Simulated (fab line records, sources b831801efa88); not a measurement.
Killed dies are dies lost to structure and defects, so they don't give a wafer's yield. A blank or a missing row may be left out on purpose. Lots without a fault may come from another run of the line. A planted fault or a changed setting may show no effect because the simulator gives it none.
Which tool did it? | flow sky130 | 12 lots, 36 wafers sampled, at 4 steps of a route of 708

WHAT THE GAUGES READ, wafer by wafer
SKY_LDD_P_TW_MEAS_11.
lot  | measured     | on            | LDD_P_TW
L667 | day 20 22:44 | film_metro-02 | 637 642 637
L668 | day 21 09:54 | film_metro-01 | 640 639 637
L669 | day 21 18:42 | film_metro-01 | 640 640 641
L672 | day 22 16:18 | film_metro-02 | 642 643 637
L673 | day 23 03:32 | film_metro-01 | 642 639 639
L674 | day 23 09:27 | film_metro-01 | 637 640 645
L676 | day 23 17:35 | film_metro-01 | 643 641 641
L677 | day 24 08:37 | film_metro-01 | 640 644 643
L678 | day 24 12:58 | film_metro-02 | 634 632 637
L679 | day 25 02:58 | film_metro-03 | 630 630 634
L684 | day 26 11:43 | film_metro-02 | 584 584 580
L686 | day 27 10:13 | film_metro-03 | 573 573 572

SKY_SD_N_OVL_MEAS_08.
lot  | measured     | on         | SD_N_OVL (nm)
L667 | day 30 05:14 | overlay-01 | 0.5 0.6 1.6
L668 | day 30 04:56 | overlay-02 | 0.7 -0.3 -0.4
L669 | day 30 12:14 | overlay-01 | 0.0 -0.2 -1.3
L672 | day 31 04:50 | overlay-01 | 1.4 1.6 1.7
L673 | day 31 16:02 | overlay-01 | 2.0 2.6 1.0
L674 | day 31 19:53 | overlay-01 | -0.5 -1.3 -0.5
L676 | day 32 05:14 | overlay-01 | -1.4 -2.0 -0.6
L677 | day 32 16:47 | overlay-01 | -0.1 0.6 -0.4
L678 | day 32 20:07 | overlay-01 | -0.6 -0.2 1.3
L679 | day 33 09:38 | overlay-01 | -2.3 -1.9 -2.6
L684 | day 34 19:04 | overlay-01 | 0.0 1.7 1.3
L686 | day 35 12:44 | overlay-01 | -0.6 -0.9 -0.1

SKY_SD_N_RS_MEAS_18: measures by four-point-probe.
lot  | measured     | on            | RES_XHIGH_RS (ohm/sq)
L667 | day 30 06:13 | film_metro-04 | 335.1 334.7 336.0
L668 | day 30 05:54 | film_metro-02 | 334.9 334.9 334.8
L669 | day 30 13:12 | film_metro-04 | 334.6 334.7 334.4
L672 | day 31 05:50 | film_metro-02 | 331.8 332.5 332.3
L673 | day 31 17:02 | film_metro-02 | 330.2 331.4 332.3
L674 | day 31 20:50 | film_metro-04 | 335.2 335.2 337.2
L676 | day 32 06:12 | film_metro-02 | 332.6 331.8 333.0
L677 | day 32 17:44 | film_metro-02 | 334.5 334.8 334.4
L678 | day 32 21:04 | film_metro-02 | 334.9 333.9 333.4
L679 | day 33 10:35 | film_metro-04 | 334.7 334.6 333.9
L684 | day 34 20:07 | film_metro-04 | 335.0 335.2 335.7
L686 | day 35 13:47 | film_metro-03 | 331.8 331.7 331.9

WHICH TOOL RAN EACH LOT (tool, then ch and the chambers of the sampled wafers, then the start)
lot  | SKY_LDD_P_IMPLANT_09
L667 | implanter-02 ch 0, day 20 22:31
L668 | implanter-02 ch 0, day 21 09:40
L669 | implanter-03 ch 0, day 21 18:28
L672 | implanter-02 ch 0, day 22 16:03
L673 | implanter-03 ch 0, day 23 03:19
L674 | implanter-03 ch 0, day 23 09:12
L676 | implanter-02 ch 0, day 23 17:20
L677 | implanter-03 ch 0, day 24 08:22
L678 | implanter-02 ch 0, day 24 12:43
L679 | implanter-02 ch 0, day 25 02:43
L684 | implanter-02 ch 0, day 26 11:29
L686 | implanter-02 ch 0, day 27 09:59
- SKY_LDD_P_IMPLANT_09

WHAT THE TOOLS THEMSELVES READ (means of the sampled wafers that have a number; where no wafer has one, the mark that the record gives instead)
SKY_LDD_P_IMPLANT_09.
lot  | tool         | beam_energy_keV | dose_ions_cm2 | faraday_current_uA
L667 | implanter-02 | 25.010          | 9.991e+12     | 55.4
L668 | implanter-02 | 24.995          | 1.001e+13     | 57.3
L669 | implanter-03 | 24.981          | 9.990e+12     | 56.1
L672 | implanter-02 | 24.993          | 1.000e+13     | 56.8
L673 | implanter-03 | 25.004          | 1.001e+13     | 56.1
L674 | implanter-03 | 25.005          | 9.993e+12     | 56.1
L676 | implanter-02 | 25.009          | 1.000e+13     | 56.7
L677 | implanter-03 | 24.996          | 9.985e+12     | 56.6
L678 | implanter-02 | 25.005          | 9.978e+12     | 56.5
L679 | implanter-02 | 25.002          | 1.001e+13     | 57.8
L684 | implanter-02 | 25.002          | 7.579e+12     | 42.5
L686 | implanter-02 | 24.998          | 7.572e+12     | 42.8

THE ANSWER, worked out from the rows above alone
Rule: what is usual is taken from the lots themselves. Put in order of their means at a reading, lots are off if they are a third of the lots or fewer, leave a main group of 4 or more, and stand apart from it by a gap of 3 or more times the standard deviation of the main group's means; of several such gaps the widest counts. A main group whose means are all the same, to the digits that the tables above print for the reading, isn't used. A lot without any number at a reading at which 4 lots or more have one is off too. The other lots that the step has rows for count as sound. The gauges are gone through in route order, then the tools' own readings, and for those a lot's mean is taken as printed above. The first step at which some lot is off is used, and at that step the reading that is off furthest; a lot without a number counts as furthest.
Off: L684, L686, at SKY_LDD_P_TW_MEAS_11 (LDD_P_TW). The main group: mean 639, standard deviation 3.3.
A tool fits if, at a process step before that reading, it ran every lot that is off, and no sound lot after the first of them. The gauges at SKY_LDD_P_TW_MEAS_11 aren't tried: what is off there is off at SKY_LDD_P_IMPLANT_09 too, on other tools, and a gauge's error can't cause that. One fits: implanter-02 at SKY_LDD_P_IMPLANT_09. Its last sound lot is L679 (day 25 02:43), its first lot that is off L684 (day 26 11:29): a fault that began between those two fits.
The tool's own readings at SKY_LDD_P_IMPLANT_09 bear it out: on the lots that are off they differ by more than 5 times the standard deviation of the sound lots' means. dose_ions_cm2 reads 7.576e+12 there against 9.997e+12 on the sound lots; faraday_current_uA reads 42.6 there against 56.5 on the sound lots.

WHAT THE SIMULATOR HAD PUT IN
Process parameter drift: implanter-02, from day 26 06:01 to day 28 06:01, at SKY_LDD_P_IMPLANT_09. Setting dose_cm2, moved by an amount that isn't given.
Lots struck among those shown: L684, L686. The rule above found the same.
